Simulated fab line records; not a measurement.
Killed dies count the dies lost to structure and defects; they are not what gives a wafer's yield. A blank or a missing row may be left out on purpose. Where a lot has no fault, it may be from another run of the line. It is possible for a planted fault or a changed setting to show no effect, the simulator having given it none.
One fault through the eyes of 2 desks || flow sfq-line || every desk sees just its own numbers, and what lay behind them comes last

## THE TOOL OWNER'S DESK: krf-scanner-01
The tool's own readings at SFQ_TRILAYER_M0_LITHO_EXPOSE_022 (exposes mask M0, target cd 500 nm): means of the sampled wafers that have a number, for each lot that ran on this tool. A lot is out of limits, marked OUT, if its mean lies more than 4 standard deviations from the usual mean; the brackets give that distance.
Columns: A = exposure-dose-mJ-cm2 at SFQ_TRILAYER_M0_LITHO_EXPOSE_022, usual 14.399; B = focus-offset-nm at SFQ_TRILAYER_M0_LITHO_EXPOSE_022, usual 0.0 nm
{"lot": "L804", "first seen here": "day 12 19:19", "A": 14.398, "B": 0.8}
{"lot": "L811", "first seen here": "day 15 13:00", "A": 14.413, "B": -0.2}
{"lot": "L816", "first seen here": "day 17 01:50", "A": 14.408, "B": 0.4}
{"lot": "L817", "first seen here": "day 17 09:50", "A": 14.387, "B": 0.7}
{"lot": "L821", "first seen here": "day 19 02:49", "A": "9.113 (-99 or more) OUT", "B": -0.8}
{"lot": "L822", "first seen here": "day 19 06:01", "A": "9.096 (-99 or more) OUT", "B": 0.0}
This desk's verdict: out of limits on L821, L822, starting with L821 at day 19 02:49 (exposure-dose-mJ-cm2 at SFQ_TRILAYER_M0_LITHO_EXPOSE_022). L804, L811, L816, L817 stayed within limits.

## FROM THE METROLOGY DESK
What the gauges read, lot by lot, whatever tool the lot ran on: means of the sampled wafers that have a number. A lot is out of limits, marked OUT, if its mean lies more than 4 standard deviations from the usual mean; the brackets give that distance.
Columns: A = I0_OVL at SFQ_I0_OVL_MEAS_908, usual 2 nm; B = I2_BOW at SFQ_I2_BOW_MEAS_917, usual 2 um
{"lot": "L802", "first seen here": "day 17 07:44", "A": 8, "B": -2}
{"lot": "L804", "first seen here": "day 18 06:43", "A": -3, "B": 2}
{"lot": "L806", "first seen here": "day 19 13:38", "A": 10, "B": 7}
{"lot": "L808", "first seen here": "day 20 06:11", "A": 6, "B": 3}
{"lot": "L811", "first seen here": "day 21 15:55", "A": 1, "B": 5}
{"lot": "L812", "first seen here": "day 21 20:42", "A": 5, "B": -10}
{"lot": "L813", "first seen here": "day 22 12:34", "A": 0, "B": -7}
{"lot": "L816", "first seen here": "day 23 18:35", "A": -1, "B": 4}
{"lot": "L817", "first seen here": "day 24 04:11", "A": -3, "B": -5}
{"lot": "L820", "first seen here": "day 25 13:11", "A": -2, "B": 6}
{"lot": "L821", "first seen here": "day 25 20:23", "A": 4, "B": -1}
{"lot": "L822", "first seen here": "day 25 23:59", "A": 2, "B": -6}
{"lot": "L824", "first seen here": "day 26 23:59", "A": 4, "B": 0}
{"lot": "L825", "first seen here": "day 27 06:30", "A": 2, "B": 5}
This desk's finding: nothing out of limits on any of the 14 lots.

## ALL TOGETHER
The tool owner's desk had the chance to raise an alarm at day 19 02:49 on L821, L822.
Nothing out of limits was seen by the metrology desk.
The metrology desk holds a record of L821, L822, inside its limits.
SFQ_TRILAYER_M0_LITHO_EXPOSE_022 was run on krf-scanner-01 by each of the lots named.

## WHAT WAS PUT IN BY THE SIMULATOR
Drift in process parameters on krf-scanner-01 at SFQ_TRILAYER_M0_LITHO_EXPOSE_022, starting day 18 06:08. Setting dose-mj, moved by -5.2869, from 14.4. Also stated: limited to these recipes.
Struck lots among those shown: L821, L822.
Time in hours from fault onset to the first out-of-limits reading at each desk: the tool owner's desk, 21.
